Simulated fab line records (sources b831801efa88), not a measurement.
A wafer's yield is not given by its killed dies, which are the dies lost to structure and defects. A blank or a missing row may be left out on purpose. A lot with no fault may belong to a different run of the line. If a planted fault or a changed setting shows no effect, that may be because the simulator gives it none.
A struck lot beside a sound one -- flow sky130 -- 16 steps out of a route of 708
Sound: the wafers L232.2, L232.3, L232.6. Struck: wafer L240.2 (left out: L240.3, a lot-mate that was not struck); the cause follows at the end.
Each step with rows lists, per side, the tool, then ch with its chambers, then its first start. Under that, the readings that differ: sound wafers -- struck wafers -- difference of the means -- sigmas: that difference in standard deviations of wafers without a fault.
alike: words and numbers the same on both sides, and readings whose means are apart by under 2 such deviations; not compared: readings that were withheld, readings missing a value for some wafer, numbers with overlapping values and no deviation given by the record, and bounds like >300 which may hide the same value.
Wherever a step has rows on one side only, a row that says differs or no value, or a row with sigmas, the two part there. Numbers that don't overlap but have no deviation are shown without sigmas and don't part them. A reading that every wafer of one side lacks parts them only if that side has two wafers or more.

first, 2 steps without rows for these wafers: SKY_LOCAL_INTERCONNECT_PEB_09; SKY_LOCAL_INTERCONNECT_DEVELOP_10 (develop time 60 s).
SKY_LOCAL_INTERCONNECT_CD_MEAS_11: the cd target is 170 nm.
  sound on cdSem-02, day 30 15:34; struck on cdSem-02, day 33 11:59
  alike: cdNm
SKY_LOCAL_INTERCONNECT_OVL_MEAS_12:
  sound on overlay-02, day 30 15:41; struck on overlay-02, day 33 12:06
  alike: LOCAL_INTERCONNECT_OVL
SKY_LOCAL_INTERCONNECT_ETCH_13: etches BARC in N2/H2, stops on SiO2, time 45.9 s, target depth 60 nm.
  sound on rieMetal-04 ch 0, day 30 15:44; struck on rieMetal-01 ch 0, day 33 12:08
reading,sound,struck,difference,sigmas
rfHoursCounterH (h),- - -,1,no value on the sound wafers,
  alike: drypumpMotorCurrentA, oesProductAu, throttleValvePct
SKY_LOCAL_INTERCONNECT_METAL_ETCH_14: etches TiN in Cl2/BCl3, stops on PSG, target depth 110 nm, time 31.4 s.
  sound on rieMetal-04 ch 0, day 30 15:51; struck on rieMetal-01 ch 0, day 33 12:11
reading,sound,struck,difference,sigmas
rfHoursCounterH (h),- - -,1,no value on the sound wafers,
  alike: drypumpMotorCurrentA, oesProductAu, throttleValvePct
SKY_LOCAL_INTERCONNECT_STRIP_15: strips in O2/N2.
  sound on plasmaAsher-01 ch 0,1, day 30 15:56; struck on plasmaAsher-01 ch 1, day 33 12:14
reading,sound,struck,difference,sigmas
stripTimeToEndpointS (s),4.704 4.684 4.702,4.770,+0.073,+3
  alike: drypumpMotorCurrentA, oesProductAu
  not compared: rfHoursCounterH
then, 3 steps without rows for these wafers: SKY_LOCAL_INTERCONNECT_STRIP_16 (strips in post etch residue remover, time 1200 s); SKY_LOCAL_INTERCONNECT_CLEAN_17 (cleans in IPA, time 180 s); SKY_LOCAL_INTERCONNECT_CLEAN_18 (cleans in O3/DIW).
SKY_CONTACT_CVD_00: deposits Si3N4, target thk 75 nm.
  sound on pecvd-04 ch 0,1, day 30 16:32; struck on pecvd-03 ch 2, day 33 12:52
  alike: heaterPowerW
SKY_CONTACT_THK_MEAS_01:
  sound on filmMetro-04, day 30 16:35; struck on filmMetro-02, day 33 12:55
  alike: CONTACT_CVD_00_THK
SKY_CONTACT_HDPCVD_02: deposits SiO2, target thk 565 nm, time 94.2 s.
  sound on hdpcvd-02 ch 1,2, day 30 16:38; struck on hdpcvd-01 ch 1, day 33 12:58
reading,sound,struck,difference,sigmas
runLengthS (s),122.0 122.8 122.8,128.8,+6.3,+10
model.SiO2_of_CONTACT_HDPCVD_02.thkNm (nm),578.3 567.6 572.6,601.4,+28.6,
SKY_CONTACT_THK_MEAS_03:
  sound on filmMetro-02, day 30 16:43; struck on filmMetro-01, day 33 13:03
reading,sound,struck,difference,sigmas
CONTACT_HDPCVD_THK (nm),579 567 573,601,+28,+4
SKY_CONTACT_CMP_04: polishes SiO2.
  sound on cmp-01 ch 1,2,3, day 30 16:46; struck on cmp-01 ch 2, day 33 13:06
  alike: headPressurePsi, motorCurrentA, slurryFlowMlMin, timeToEndpointS
-- the record jumps here: 15 days lie between the struck wafers' starts before and after (it left off in module CONTACT and takes up again in module PAD_OPEN, whose first step shown is number 708 of the route) --
SKY_PAD_OPEN_PROBE_99:
  the record has rows for the struck wafers here (prober-02, day 48 01:55) and none for the sound ones

## WHERE THEY PART
First at SKY_LOCAL_INTERCONNECT_ETCH_13; last, within this record, at SKY_PAD_OPEN_PROBE_99.

WHY: the cause the simulator had injected
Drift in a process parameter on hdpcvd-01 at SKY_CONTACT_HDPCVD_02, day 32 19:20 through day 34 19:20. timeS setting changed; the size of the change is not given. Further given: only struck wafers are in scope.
